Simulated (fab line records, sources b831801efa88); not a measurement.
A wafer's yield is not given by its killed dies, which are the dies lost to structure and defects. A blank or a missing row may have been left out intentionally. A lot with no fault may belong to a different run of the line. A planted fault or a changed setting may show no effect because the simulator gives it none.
Problem report, 8D (eight disciplines) form, completed by code | flow gf180mcu | the parts of the form that need people (team, actions taken, sign-off) are left out

== 1. PROBLEM STATEMENT ==
GF_POLY_GATE_STRIP_14, oes_product_au: mean 0.527 a.u. on 2 wafers (1 lot); fault-free wafers 0.505 a.u., standard deviation 0.0047. That puts it +4.7 standard deviations away from the usual mean.
The step: strips in O2/N2.
Earliest sighting: wafer L130.3 on plasma_asher-04 at day 14 19:46. The record holds 39 wafers of 13 lots with a number at this step. Rule for "out", or "out of limits": more than 4 standard deviations from the usual mean. The rest of the wafers with a number are treated as sound.

== 2. WHAT IT IS, AND WHAT IT ISN'T ==
question                    | is                | is not
which readings at this step | oes_product_au    | drypump_motor_current_A, heater_power_w, n2_flow_sccm
which lots                  | L130              | L111, L112, L113, L114, L116, L117, L118, L119, L123, L126, L132, L134
which wafers of those lots  | L130.3, L130.4    | L130.1
read on which tools         | plasma_asher-04   | plasma_asher-02, plasma_asher-03
when                        | from day 14 19:46 | up to then (31 sound wafers); but 6 sound wafers of L132, L134 came after

== 3. SUSPECTS, AND WHAT RULES EACH OUT ==
Counting: any tool at a process step up to the reading remains a suspect provided it ran every lot that is out. Sound lots after the first of them don't rule it out here, since some wafers of a struck lot are sound.
- litho_track-02 at GF_POLY_GATE_COAT_05 (resist thk 700 nm): kept. It processed L130, the lot that is out, at day 14 08:00, and its most recent sound lot before then was L119 at day 11 01:00.
- plasma_asher-04 at GF_POLY_GATE_STRIP_14 (strips in O2/N2): kept. It processed L130, the lot that is out, at day 14 19:46, and its most recent sound lot before then was L114 at day 10 01:23. On those wafers its own readings are out: oes_product_au.
Remaining after the count are litho_track-02 at GF_POLY_GATE_COAT_05 and plasma_asher-04 at GF_POLY_GATE_STRIP_14.

== 4. THE CAUSE (what the simulator had put in) ==
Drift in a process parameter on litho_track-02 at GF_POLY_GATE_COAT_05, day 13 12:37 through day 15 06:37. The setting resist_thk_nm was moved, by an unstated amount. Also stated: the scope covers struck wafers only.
This tool is one of the 2 suspects left after counting.

== 5. THE EFFECT CHAIN, in route order ==
Rows list readings where the struck wafers' mean (over those with a number) sits beyond 3 standard deviations from the usual. Readings are gone through only where the record gives a usual standard deviation; hours: the median, over the lots, of the time from a lot's start at the first step in this table giving one to that lot's start at this step; sigmas: the change measured in usual standard deviations.
hours | step                  | reading        | usual      | on struck wafers | change | sigmas
0     | GF_POLY_GATE_STRIP_14 | oes_product_au | 0.505 a.u. | 0.527            | +0.022 | +4.7
Here are the process steps it includes:
- GF_POLY_GATE_STRIP_14: strips in O2/N2.

== 6. HOW IT WOULD HAVE BEEN CAUGHT EARLIER ==
In this record no reading fell out of limits until day 14 19:46, 31 hours after the fault had begun at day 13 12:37.
No tool reading at GF_POLY_GATE_COAT_05 that has a usual standard deviation in the record was out on any struck wafer, so an alarm limit of 4 standard deviations on those readings would not have fired.
By day 14 19:46 the whole set of lots that are out, 1 in number, had already begun GF_POLY_GATE_COAT_05 on litho_track-02. Tool hold at that time: it would have spared none of them.
